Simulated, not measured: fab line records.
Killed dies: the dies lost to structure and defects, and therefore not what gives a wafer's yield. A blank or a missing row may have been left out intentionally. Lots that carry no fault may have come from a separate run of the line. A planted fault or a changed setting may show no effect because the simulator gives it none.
Commonality check across tools + flow sky130 + Sample size 11 lots and 33 wafers

## WHAT PROMPTED THE OPENING
SKY_VIA2_OVL_MEAS_13, reading VIA2_OVL: flagged on 3 of 11 lots. Wafers without a fault read 0 nm, standard deviation 5.
Rule: flag the lot when none of its wafers has a number, or when each of its wafers that has one lies beyond 4 standard deviations from that mean. The other lots count as sound.

| lot  | measured     | on         | VIA2_OVL (nm), wafer by wafer | flag    |
|------|--------------|------------|-------------------------------|---------|
| L456 | day 37 19:21 | overlay-01 | -6 -5 -7                      |         |
| L458 | day 38 00:25 | overlay-01 | 1 -7 0                        |         |
| L457 | day 38 03:12 | overlay-02 | 1 5 3                         |         |
| L460 | day 38 23:48 | overlay-01 | 2 6 3                         |         |
| L462 | day 39 16:49 | overlay-01 | -6 2 5                        |         |
| L467 | day 41 00:05 | overlay-01 | -2 1 2                        |         |
| L468 | day 41 00:27 | overlay-01 | 8 6 1                         |         |
| L465 | day 41 05:28 | overlay-01 | 33 33 41                      | FLAGGED |
| L469 | day 41 08:21 | overlay-01 | 38 41 33                      | FLAGGED |
| L473 | day 42 09:37 | overlay-02 | 25 33 31                      | FLAGGED |
| L475 | day 42 22:03 | overlay-02 | 9 8 9                         |         |
Average over the flagged lots: 34 nm; offset from the usual +34 nm, equal to +7 standard deviations.

## EACH LOT AND THE TOOL IT RAN ON
The record holds 4 process steps before the reading, out of a route of 708 steps. Read each cell as the tool, then ch plus the chambers that the sampled wafers visited, then the start.
| lot  | flag    | SKY_VIA1_CMP_02               | SKY_VIA1_STRIP_16                    | SKY_METAL2_DESCUM_17              | SKY_VIA2_EXPOSE_09                |
|------|---------|-------------------------------|--------------------------------------|-----------------------------------|-----------------------------------|
| L456 |         | cmp-02 ch 0,2,3, day 34 09:29 | plasma-asher-02 ch 0,1, day 35 12:31 | rie-metal-03 ch 0,1, day 36 16:08 | krf-scanner-02 ch 0, day 37 05:50 |
| L458 |         | cmp-01 ch 0,2,3, day 34 14:44 | plasma-asher-04 ch 0,1, day 35 17:33 | rie-metal-01 ch 0,1, day 36 21:38 | krf-scanner-02 ch 0, day 37 11:58 |
| L457 |         | cmp-02 ch 0,1,3, day 34 17:58 | plasma-asher-04 ch 0,1, day 35 20:58 | rie-metal-02 ch 0,1, day 36 23:47 | krf-scanner-02 ch 0, day 37 15:04 |
| L460 |         | cmp-02 ch 0,1,3, day 35 15:50 | plasma-asher-01 ch 0,1, day 36 18:19 | rie-metal-02 ch 0, day 37 20:59   | krf-scanner-02 ch 0, day 38 11:11 |
| L462 |         | cmp-01 ch 1,2, day 36 09:20   | plasma-asher-02 ch 0,1, day 37 11:54 | rie-metal-03 ch 0,1, day 38 14:42 | krf-scanner-02 ch 0, day 39 04:40 |
| L467 |         | cmp-01 ch 0,2,3, day 37 17:07 | plasma-asher-02 ch 0,1, day 38 19:07 | rie-metal-02 ch 0,1, day 39 22:20 | krf-scanner-01 ch 0, day 40 11:17 |
| L468 |         | cmp-02 ch 0,2, day 37 19:40   | plasma-asher-02 ch 0,1, day 38 20:37 | rie-metal-03 ch 0, day 39 23:05   | krf-scanner-02 ch 0, day 40 12:22 |
| L465 | FLAGGED | cmp-01 ch 0,1, day 38 00:01   | plasma-asher-04 ch 0,1, day 39 02:22 | rie-metal-02 ch 0,1, day 40 04:35 | krf-scanner-02 ch 0, day 40 17:35 |
| L469 | FLAGGED | cmp-01 ch 0,1,2, day 38 03:19 | plasma-asher-02 ch 0,1, day 39 04:31 | rie-metal-03 ch 0,1, day 40 07:02 | krf-scanner-02 ch 0, day 40 20:56 |
| L473 | FLAGGED | cmp-02 ch 0,2,3, day 39 06:43 | plasma-asher-01 ch 0,1, day 40 07:51 | rie-metal-01 ch 0,1, day 41 08:56 | krf-scanner-02 ch 0, day 41 22:30 |
| L475 |         | cmp-02 ch 1,2,3, day 39 19:39 | plasma-asher-01 ch 0,1, day 40 20:44 | rie-metal-01 ch 0,1, day 41 21:35 | krf-scanner-01 ch 0, day 42 10:14 |
What is done by these steps:
- SKY_VIA1_CMP_02: polishes SiO2.
- SKY_VIA1_STRIP_16: strips in O2/N2.
- SKY_METAL2_DESCUM_17: chemistry O2, time 8 s.
- SKY_VIA2_EXPOSE_09: exposes mask VIM2, target cd 200 nm.
- SKY_VIA2_OVL_MEAS_13

## FLAGGED AGAINST TOTAL, ONE TOOL AT A TIME (gauges that did the reading follow at the end)
| step                 | tool            | lots run | flagged | share of the flagged lots | sound lots run after its first flagged lot |
|----------------------|-----------------|----------|---------|---------------------------|--------------------------------------------|
| SKY_VIA1_CMP_02      | cmp-01          | 5        | 2       | some                      | 0                                          |
| SKY_VIA1_CMP_02      | cmp-02          | 6        | 1       | some                      | 1 (L475)                                   |
| SKY_VIA1_STRIP_16    | plasma-asher-01 | 3        | 1       | some                      | 1 (L475)                                   |
| SKY_VIA1_STRIP_16    | plasma-asher-02 | 5        | 1       | some                      | 0                                          |
| SKY_VIA1_STRIP_16    | plasma-asher-04 | 3        | 1       | some                      | 0                                          |
| SKY_METAL2_DESCUM_17 | rie-metal-01    | 3        | 1       | some                      | 1 (L475)                                   |
| SKY_METAL2_DESCUM_17 | rie-metal-02    | 4        | 1       | some                      | 0                                          |
| SKY_METAL2_DESCUM_17 | rie-metal-03    | 4        | 1       | some                      | 0                                          |
| SKY_VIA2_EXPOSE_09   | krf-scanner-01  | 2        | 0       | none                      | -                                          |
| SKY_VIA2_EXPOSE_09   | krf-scanner-02  | 9        | 3       | all                       | 0                                          |
| SKY_VIA2_OVL_MEAS_13 | overlay-01      | 8        | 2       | some                      | 0                                          |
| SKY_VIA2_OVL_MEAS_13 | overlay-02      | 3        | 1       | some                      | 1 (L475)                                   |

## THE TABLE: WHAT IT ALLOWS
In the table, 1 row covers all flagged lots: krf-scanner-02 at SKY_VIA2_EXPOSE_09.
- krf-scanner-02 at SKY_VIA2_EXPOSE_09: 3 of its 9 lots flagged. It ran its last sound lot, L468, at day 40 12:22 and its first flagged lot, L465, at day 40 17:35: a fault with its onset between the two fits.
Just one tool remains: krf-scanner-02 at SKY_VIA2_EXPOSE_09.

## WHAT THE SIMULATOR HAD INSERTED
Scanner matching overlay: krf-scanner-02, from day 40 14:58 on, at SKY_VIA2_EXPOSE_09. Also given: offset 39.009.
Lots struck among those shown: L465, L469, L473. The rule given above showed the same thing.
